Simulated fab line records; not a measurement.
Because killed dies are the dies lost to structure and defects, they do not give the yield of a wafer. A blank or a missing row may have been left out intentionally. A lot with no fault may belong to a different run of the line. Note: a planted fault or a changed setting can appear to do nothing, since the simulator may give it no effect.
Matching of chambers	flow gf180mcu	pecvd-04 running GF_V2_CVD_02: 3 sister chambers
The step deposits SiO2 from TEOS, target thk 850 nm, time 94.851 s. 6 wafers are shown with their chamber, then 8 later ones without.

## EACH WAFER AND ITS CHAMBER
wafer	chamber	heater-power-w (W)	susceptor-temp-C (C)
L080.3	1	640	399.82
L082.1	2	727	399.83
L083.1	1	678	400.21
L083.4	0	525	399.98
L083.6	2	754	400.27
L084.2	0	675	399.93

## WAFERS WITH NO CHAMBER GIVEN
wafer	heater-power-w (W)	susceptor-temp-C (C)
L084.3	652	399.85
L084.4	545	399.74
L087.1	656	400.07
L087.2	635	400.18
L087.6	686	399.97
L090.1	687	399.66
L090.4	754	400.21
L090.6	678	400.02

## THE CHAMBER EACH PASSED THROUGH
wafer	from the rows above	in truth
L084.3	can't be placed: 1 or 0 or 2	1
L084.4	can't be placed: 0 or 1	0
L087.1	can't be placed: 1 or 0 or 2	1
L087.2	can't be placed: 1 or 0 or 2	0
L087.6	can't be placed: 1 or 2 or 0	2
L090.1	can't be placed: 1 or 2 or 0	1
L090.4	can't be placed: 2 or 1 or 0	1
L090.6	can't be placed: 1 or 2 or 0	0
Correctly placed: 0 of 8. Unplaceable from these rows: 8, with the true chamber sitting among the candidates in 8. Wrongly placed: 0.
How it was worked out, from the rows above alone: a wafer's distance from a chamber is the root of the sum, over the readings, of the square of ((its reading less the chamber's mean) divided by the reading's scatter). If the next closest chamber is less than 2 further off than the closest, the wafer can't be placed; otherwise it belongs to the closest. Each chamber's mean is taken over the wafers shown for it. The scatter: the root of (the sum of the squares of (reading less its chamber's mean) over the shown wafers, divided by (wafers less chambers)).
